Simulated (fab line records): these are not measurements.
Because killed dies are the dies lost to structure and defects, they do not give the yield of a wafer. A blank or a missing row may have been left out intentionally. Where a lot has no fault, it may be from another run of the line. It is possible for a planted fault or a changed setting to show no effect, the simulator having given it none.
Matching of chambers :: flow gf180mcu :: 3 sister chambers for GF_STI_CVD_23 on hdpcvd-01
The step deposits SiO2, target thk 650 nm, time 108.3 s. 6 wafers are shown with their chamber, then 7 later ones without.

== EACH WAFER AND ITS CHAMBER ==
wafer: L468.5
chamber: 1
susceptorTempC (C): 599.75

wafer: L469.3
chamber: 1
susceptorTempC (C): 600.00

wafer: L473.2
chamber: 2
susceptorTempC (C): 600.17

wafer: L473.4
chamber: 0
susceptorTempC (C): 600.12

wafer: L475.1
chamber: 0
susceptorTempC (C): 599.82

wafer: L475.4
chamber: 2
susceptorTempC (C): 600.28

== WAFERS WITH NO CHAMBER GIVEN ==
wafer: L475.5
susceptorTempC (C): 600.10

wafer: L478.1
susceptorTempC (C): 599.73

wafer: L478.4
susceptorTempC (C): 600.24

wafer: L478.6
susceptorTempC (C): 600.10

wafer: L486.1
susceptorTempC (C): 599.63

wafer: L486.2
susceptorTempC (C): 600.11

wafer: L486.3
susceptorTempC (C): 600.40

== CHAMBER TAKEN BY EACH ==
wafer: L475.5
from the rows above: can't be placed: 2 or 0 or 1
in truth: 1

wafer: L478.1
from the rows above: can't be placed: 1 or 0
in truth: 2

wafer: L478.4
from the rows above: can't be placed: 2 or 0
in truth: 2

wafer: L478.6
from the rows above: can't be placed: 2 or 0 or 1
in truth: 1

wafer: L486.1
from the rows above: can't be placed: 1 or 0
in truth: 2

wafer: L486.2
from the rows above: can't be placed: 2 or 0 or 1
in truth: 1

wafer: L486.3
from the rows above: can't be placed: 2 or 0
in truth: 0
Correctly placed: 0 of 7. These rows do not allow placing 7 (true chamber among the candidates in 5). Number placed wrongly: 0.
How it was worked out, from the rows above alone: a wafer's distance from a chamber is the root of the sum, over the readings, of the square of ((its reading less the chamber's mean) divided by the reading's scatter). The wafer belongs to the nearest chamber; if the next one is less than 2 further off, it can't be placed. A chamber's mean is the mean of its shown wafers. How the scatter is found: for the shown wafers, subtract from each reading the mean of its chamber, square and add these, divide the total by (wafers less chambers), then take the root.
